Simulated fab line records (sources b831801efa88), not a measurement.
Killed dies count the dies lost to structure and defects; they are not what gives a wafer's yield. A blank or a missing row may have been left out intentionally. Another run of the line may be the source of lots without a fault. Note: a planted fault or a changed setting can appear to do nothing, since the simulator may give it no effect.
2 desks looking at one fault + flow sky130 + what lay behind the numbers comes last; until then each desk has only its own

THE METROLOGY DESK
What the gauges read, lot by lot, whatever tool the lot ran on: means of the sampled wafers that have a number. Marked OUT: a lot whose mean sits more than 4 standard deviations from the usual mean, which makes it out of limits; the brackets give that distance.
Columns: A = CAP2M_CVD_00_THK at SKY_CAP2M_THK_MEAS_01, usual 15.57 nm; B = CAP2M_TIN_RS at SKY_CAP2M_RS_MEAS_03, usual 6.91 ohm/sq; C = CAP2M_TIN_THK at SKY_CAP2M_THK_MEAS_04, usual 201.7 nm; D = CAP2M_OVL at SKY_CAP2M_OVL_MEAS_12, usual 0.3 nm
| lot  | first seen here | A     | B               | C                | D    |
|------|-----------------|-------|-----------------|------------------|------|
| L821 | day 41 09:31    | 15.57 | 6.89            | 203.8            | 0.6  |
| L825 | day 42 23:23    | 15.80 | 6.96            | 199.7            | 1.2  |
| L827 | day 43 05:46    | 15.30 | 6.80            | 206.3            | 0.7  |
| L828 | day 43 17:40    | 15.73 | 6.93            | 200.2            | -0.2 |
| L829 | day 44 01:24    | 15.50 | 6.94            | 200.1            | 0.8  |
| L832 | day 44 23:02    | 15.54 | 6.80            | 206.0            | -1.3 |
| L834 | day 45 10:17    | 15.80 | 6.90            | 200.8            | 2.1  |
| L836 | day 45 13:32    | 15.71 | 7.55 (+8.3) OUT | 186.0 (-6.0) OUT | -1.0 |
| L837 | day 46 00:02    | 15.46 | 7.62 (+9.3) OUT | 183.2 (-7.1) OUT | -0.4 |
| L840 | day 46 10:54    | 15.54 | 7.08            | 196.9            | 0.5  |
Per this desk, out of limits: L836, L837; the first was L836, day 45 13:43 (CAP2M_TIN_RS at SKY_CAP2M_RS_MEAS_03). L821, L825, L827, L828, L829, L832, L834, L840 stayed within limits.

TOOL OWNER'S DESK, pvd_sputter-01
The tool's own readings at SKY_CAP2M_SPUTTER_02 (material TiN, target thk 200 nm, time 166.7 s): means of the sampled wafers that have a number, for each lot that ran on this tool. Marked OUT: a lot whose mean sits more than 4 standard deviations from the usual mean, which makes it out of limits; the brackets give that distance.
Columns: A = cathode_dc_power_W at SKY_CAP2M_SPUTTER_02, usual 6500.1 W; B = susceptor_temp_C at SKY_CAP2M_SPUTTER_02, usual 300.03 C; C = throttle_valve_pct at SKY_CAP2M_SPUTTER_02, usual 30.1 %
| lot  | first seen here | A                        | B      | C    |
|------|-----------------|--------------------------|--------|------|
| L821 | day 41 09:34    | 6501.9                   | 300.07 | 29.1 |
| L825 | day 42 23:25    | 6499.2                   | 300.08 | 28.5 |
| L827 | day 43 05:50    | 6499.7                   | 300.05 | 29.7 |
| L834 | day 45 10:19    | 6500.9                   | 300.06 | 30.2 |
| L836 | day 45 13:36    | 5914.8 (-99 or more) OUT | 299.89 | 28.5 |
| L837 | day 46 00:05    | 5912.9 (-99 or more) OUT | 300.07 | 30.5 |
This desk's finding: out of limits on L836, L837; first on L836, day 45 13:36 (cathode_dc_power_W at SKY_CAP2M_SPUTTER_02). L821, L825, L827, L834 stayed within limits.

PUT TOGETHER
The tool owner's desk had the chance to raise an alarm at day 45 13:36 on L836, L837.
On L836, L837, the metrology desk was in a position to raise an alarm at day 45 13:43.
Of the lots named, all ran SKY_CAP2M_SPUTTER_02 on pvd_sputter-01.

WHAT HAD BEEN PUT IN BY THE SIMULATOR
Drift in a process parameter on pvd_sputter-01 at SKY_CAP2M_SPUTTER_02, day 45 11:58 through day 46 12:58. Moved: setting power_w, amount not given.
Shown lots that were struck: L836, L837.
Fault start to first reading out of limits, in hours, per desk: tool owner, 2; metrology, 2.
